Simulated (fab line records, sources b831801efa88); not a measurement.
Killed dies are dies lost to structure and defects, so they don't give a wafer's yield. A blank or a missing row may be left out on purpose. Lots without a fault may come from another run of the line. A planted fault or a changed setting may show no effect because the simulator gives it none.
Which tool did it? | flow gf180mcu | 13 lots, 39 wafers sampled, at 6 steps of a route of 602

WHAT THE GAUGES READ, wafer by wafer
GF_VT_IMPLANT_OVL_MEAS_40. Usual: VT_IMPLANT_03_OVL 2.0 nm, standard deviation 1.4.
lot  | measured     | on         | VT_IMPLANT_03_OVL (nm) | flag
L979 | day 7 13:05  | overlay-02 | 1.9 3.1 2.3            |
L981 | day 8 03:53  | overlay-02 | 1.3 2.3 1.4            |
L982 | day 8 05:59  | overlay-02 | 2.7 3.0 4.5            |
L983 | day 8 17:14  | overlay-02 | 4.1 3.7 3.2            |
L989 | day 10 08:14 | overlay-01 | 3.2 2.5 2.7            |
L992 | day 11 05:11 | overlay-02 | 2.8 1.5 1.9            |
L994 | day 11 16:35 | overlay-01 | 3.3 2.2 3.0            |
L995 | day 11 23:59 | overlay-02 | 4.7 5.9 3.9            |
L997 | day 12 12:08 | overlay-01 | 0.7 0.2 0.4            |
L998 | day 12 19:11 | overlay-02 | 1.3 3.2 1.4            |
L999 | day 13 04:53 | overlay-01 | -0.2 0.5 1.3           |
L100 | day 13 10:20 | overlay-01 | 2.4 2.3 2.1            |
L102 | day 13 22:40 | overlay-01 | 1.3 1.7 1.0            |

GF_POLY_GATE_CD_MEAS_10: target cd 280 nm. Usual: cd_nm 280.3 nm, standard deviation 1.2.
lot  | measured     | on        | cd_nm (nm)        | flag
L979 | day 9 04:20  | cd_sem-02 | 279.3 279.7 278.3 |
L981 | day 9 20:25  | cd_sem-01 | 280.6 279.6 278.9 |
L982 | day 9 22:02  | cd_sem-01 | 281.5 281.5 281.6 |
L983 | day 10 10:50 | cd_sem-01 | 279.2 279.8 279.7 |
L989 | day 12 05:29 | cd_sem-01 | 281.5 282.4 280.7 |
L992 | day 13 02:02 | cd_sem-01 | 278.8 279.8 279.8 |
L994 | day 13 14:19 | cd_sem-02 | 277.9 278.3 279.3 |
L995 | day 13 21:32 | cd_sem-01 | 277.7 277.8 277.6 |
L997 | day 14 12:52 | cd_sem-01 | 279.3 280.8 280.7 |
L998 | day 14 19:10 | cd_sem-02 | 281.5 280.8 279.8 |
L999 | day 15 04:33 | cd_sem-01 | 281.9 281.9 280.5 |
L100 | day 15 10:41 | cd_sem-02 | 281.6 282.0 282.8 |
L102 | day 15 22:22 | cd_sem-01 | 281.9 282.6 281.3 |

GF_HV_LDD_TW_MEAS_11. Usual: HV_LDD_TW 2441, standard deviation 28.
lot  | measured     | on            | HV_LDD_TW      | flag
L979 | day 10 00:34 | film_metro-02 | 2393 2390 2399 |
L981 | day 10 16:01 | film_metro-01 | 2438 2444 2449 |
L982 | day 10 19:02 | film_metro-01 | 2446 2452 2437 |
L983 | day 11 07:06 | film_metro-03 | 2467 2476 2473 |
L989 | day 13 03:26 | film_metro-03 | 2923 2933 2930 | OFF
L992 | day 14 00:31 | film_metro-01 | 2886 2873 2871 | OFF
L994 | day 14 12:15 | film_metro-01 | 2439 2441 2430 |
L995 | day 14 20:32 | film_metro-02 | 2404 2405 2413 |
L997 | day 15 12:53 | film_metro-03 | 2489 2477 2466 |
L998 | day 15 18:54 | film_metro-01 | 2432 2424 2419 |
L999 | day 16 04:30 | film_metro-03 | 2471 2462 2467 |
L100 | day 16 10:38 | film_metro-01 | 2427 2441 2431 |
L102 | day 16 23:02 | film_metro-03 | 2469 2462 2474 |

GF_HV_LDD_RS_MEAS_53: measures by four-point-probe. Usual: HV_LDD_RS 417.9 ohm/sq, standard deviation 0.89.
lot  | measured     | on            | HV_LDD_RS (ohm/sq) | flag
L979 | day 12 08:24 | film_metro-03 | 417.1 418.4 417.4  |
L981 | day 13 02:07 | film_metro-02 | 418.3 417.9 416.6  |
L982 | day 13 06:01 | film_metro-03 | 416.7 417.3 417.1  |
L983 | day 13 18:14 | film_metro-03 | 418.0 418.9 417.6  |
L989 | day 15 19:13 | film_metro-03 | 312.7 313.5 313.5  | OFF
L992 | day 16 18:06 | film_metro-03 | 312.9 312.5 313.7  | OFF
L994 | day 17 07:26 | film_metro-01 | 417.2 416.6 416.5  |
L995 | day 17 16:49 | film_metro-02 | 418.6 417.4 416.7  |
L997 | day 18 11:02 | film_metro-01 | 418.3 418.8 418.2  |
L998 | day 18 17:24 | film_metro-01 | 417.1 417.6 417.3  |
L999 | day 19 03:56 | film_metro-01 | 418.5 417.6 416.3  |
L100 | day 19 10:04 | film_metro-03 | 420.3 419.8 420.2  |
L102 | day 19 23:13 | film_metro-02 | 417.6 417.1 417.0  |

WHICH TOOL RAN EACH LOT (tool, then ch and the chambers of the sampled wafers, then the start)
lot  | GF_POLY_GATE_STRIP_14                | GF_HV_LDD_IMPLANT_09
L979 | plasma_asher-03 ch 0,1, day 9 04:35  | implanter-01 ch 0, day 10 00:20
L981 | plasma_asher-02 ch 0,1, day 9 20:40  | implanter-02 ch 0, day 10 15:47
L982 | plasma_asher-03 ch 0,1, day 9 22:17  | implanter-02 ch 0, day 10 18:48
L983 | plasma_asher-03 ch 0,1, day 10 11:05 | implanter-01 ch 0, day 11 06:53
L989 | plasma_asher-03 ch 0,1, day 12 05:44 | implanter-03 ch 0, day 13 02:53
L992 | plasma_asher-01 ch 0,1, day 13 02:18 | implanter-02 ch 0, day 13 23:50
L994 | plasma_asher-03 ch 0,1, day 13 14:33 | implanter-03 ch 0, day 14 12:01
L995 | plasma_asher-03 ch 0,1, day 13 21:48 | implanter-02 ch 0, day 14 20:17
L997 | plasma_asher-01 ch 0,1, day 14 13:06 | implanter-03 ch 0, day 15 12:39
L998 | plasma_asher-01 ch 0,1, day 14 19:24 | implanter-02 ch 0, day 15 18:36
L999 | plasma_asher-03 ch 0,1, day 15 04:47 | implanter-01 ch 0, day 16 04:16
L100 | plasma_asher-02 ch 0,1, day 15 10:56 | implanter-02 ch 0, day 16 10:23
L102 | plasma_asher-03 ch 0,1, day 15 22:38 | implanter-01 ch 0, day 16 22:47
- GF_POLY_GATE_STRIP_14: strips in O2/N2.
- GF_HV_LDD_IMPLANT_09

WHAT THE TOOLS THEMSELVES READ (means of the sampled wafers that have a number; where no wafer has one, the mark that the record gives instead)
GF_POLY_GATE_STRIP_14. Usual: drypump_motor_current_A 6.0 A, standard deviation 0.34; heater_power_w 335 W, standard deviation 34; oes_product_au 0.505 a.u., standard deviation 0.0051.
lot  | tool            | drypump_motor_current_A (A) | heater_power_w (W) | oes_product_au (a.u.) | flag
L979 | plasma_asher-03 | 5.9                         | 325                | 0.512                 |
L981 | plasma_asher-02 | 5.9                         | 332                | 0.507                 |
L982 | plasma_asher-03 | 5.9                         | 321                | 0.508                 |
L983 | plasma_asher-03 | 6.1                         | 336                | 0.499                 |
L989 | plasma_asher-03 | 5.9                         | 318                | 0.505                 |
L992 | plasma_asher-01 | 6.2                         | 381                | 0.505                 |
L994 | plasma_asher-03 | 6.1                         | 335                | 0.504                 |
L995 | plasma_asher-03 | 6.1                         | 335                | 0.497                 |
L997 | plasma_asher-01 | 6.2                         | 377                | 0.509                 |
L998 | plasma_asher-01 | 6.2                         | 380                | 0.507                 |
L999 | plasma_asher-03 | 5.9                         | 315                | 0.502                 |
L100 | plasma_asher-02 | 5.7                         | 327                | 0.503                 |
L102 | plasma_asher-03 | 5.9                         | 324                | 0.504                 |

GF_HV_LDD_IMPLANT_09. Usual: beam_on_s 9.98 s, standard deviation 0.2.
lot  | tool         | beam_on_s (s) | flag
L979 | implanter-01 | 10.09         |
L981 | implanter-02 | 10.01         |
L982 | implanter-02 | 9.91          |
L983 | implanter-01 | 10.19         |
L989 | implanter-03 | 10.01         |
L992 | implanter-02 | 9.93          |
L994 | implanter-03 | 9.86          |
L995 | implanter-02 | 10.12         |
L997 | implanter-03 | 10.31         |
L998 | implanter-02 | 9.73          |
L999 | implanter-01 | 10.00         |
L100 | implanter-02 | 9.94          |
L102 | implanter-01 | 10.19         |

THE ANSWER, worked out from the rows above alone
Rule: a lot is off if the mean of its wafers that have a number lies more than 3 standard deviations from the usual mean. A lot without any number at a reading at which 4 lots or more have one is off too. The other lots that the step has rows for count as sound. The gauges are gone through in route order, then the tools' own readings, and for those a lot's mean is taken as printed above. The first step at which some lot is off is used, and at that step the reading that is off furthest; a lot without a number counts as furthest.
Off: L989, L992, at GF_HV_LDD_TW_MEAS_11 (HV_LDD_TW).
A tool fits if, at a process step before that reading, it ran every lot that is off, and no sound lot after the first of them. The gauges at GF_HV_LDD_TW_MEAS_11 are tried like those tools. None of those tried fits.

WHAT THE SIMULATOR HAD PUT IN
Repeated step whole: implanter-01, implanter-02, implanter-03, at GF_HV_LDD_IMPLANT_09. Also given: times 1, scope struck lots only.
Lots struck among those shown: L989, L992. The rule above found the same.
